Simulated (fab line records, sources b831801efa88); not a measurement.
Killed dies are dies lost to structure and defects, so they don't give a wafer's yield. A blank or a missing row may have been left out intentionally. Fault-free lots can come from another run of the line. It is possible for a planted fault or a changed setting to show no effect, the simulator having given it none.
The tool behind it: which one?	flow gf180mcu	6 lots with 18 wafers sampled at 2 steps, on a route of 602 steps

WHAT THE GAUGES SHOWED, per wafer
GF_HV_LDD_CD_MEAS_31: target cd 400 nm.
lot	measured	on	cd_nm (nm)
L415	day 11 20:54	cd_sem-02	401.7 402.8 403.9
L419	day 13 00:53	cd_sem-01	402.3 398.1 401.3
L421	day 14 02:52	cd_sem-02	402.2 400.1 401.4
L426	day 15 12:25	cd_sem-01	338.9 337.4 337.9
L431	day 17 07:59	cd_sem-01	402.7 401.2 402.5
L437	day 18 23:20	cd_sem-02	398.0 399.2 400.3

WHAT TOOL EACH LOT RAN ON (gives the tool, then ch and the chambers of the sampled wafers, and finally the start)
lot	GF_HV_LDD_EXPOSE_28
L415	iline_stepper-02 ch 0, day 11 11:35
L419	iline_stepper-01 ch 0, day 12 16:10
L421	iline_stepper-01 ch 0, day 13 16:37
L426	iline_stepper-02 ch 0, day 15 02:50
L431	iline_stepper-01 ch 0, day 16 21:10
L437	iline_stepper-01 ch 0, day 18 11:35
- GF_HV_LDD_EXPOSE_28: exposes mask Nplus HV AREA, target cd 400 nm.

THE ANSWER, worked out from the rows above alone
Rule: the usual values come from the lots themselves. The widest of any qualifying gaps counts: lots, ordered by their means at a reading, are off when they make up no more than a third of the lots, leave a main group of 4 or more, and stand apart from it by 3 or more times the standard deviation of that group's means. A main group is skipped when, at the precision printed for the reading in the tables above, its means are all equal. A lot without any number at a reading at which 4 lots or more have one is off too. Any other lot the step has rows for is counted as sound.
Off at GF_HV_LDD_CD_MEAS_31 (cd_nm): L426. Mean 401.2 nm and standard deviation 1.3 in the main group.
A tool fits if, at a process step before that reading, it ran every lot that is off, and no sound lot after the first of them. Those tools and the gauges at GF_HV_LDD_CD_MEAS_31 are tried in the same way. One fits: GF_HV_LDD_EXPOSE_28 on iline_stepper-02. Its last sound lot is L415 (day 11 11:35), its first lot that is off L426 (day 15 02:50): a fault that began between those two fits.

WHAT THE SIMULATOR PUT IN
Process parameters drifting: iline_stepper-02 at GF_HV_LDD_EXPOSE_28, beginning at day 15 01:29. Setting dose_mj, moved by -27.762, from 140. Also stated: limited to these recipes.
Shown lots that were struck: L426. The rule above reached the same finding.
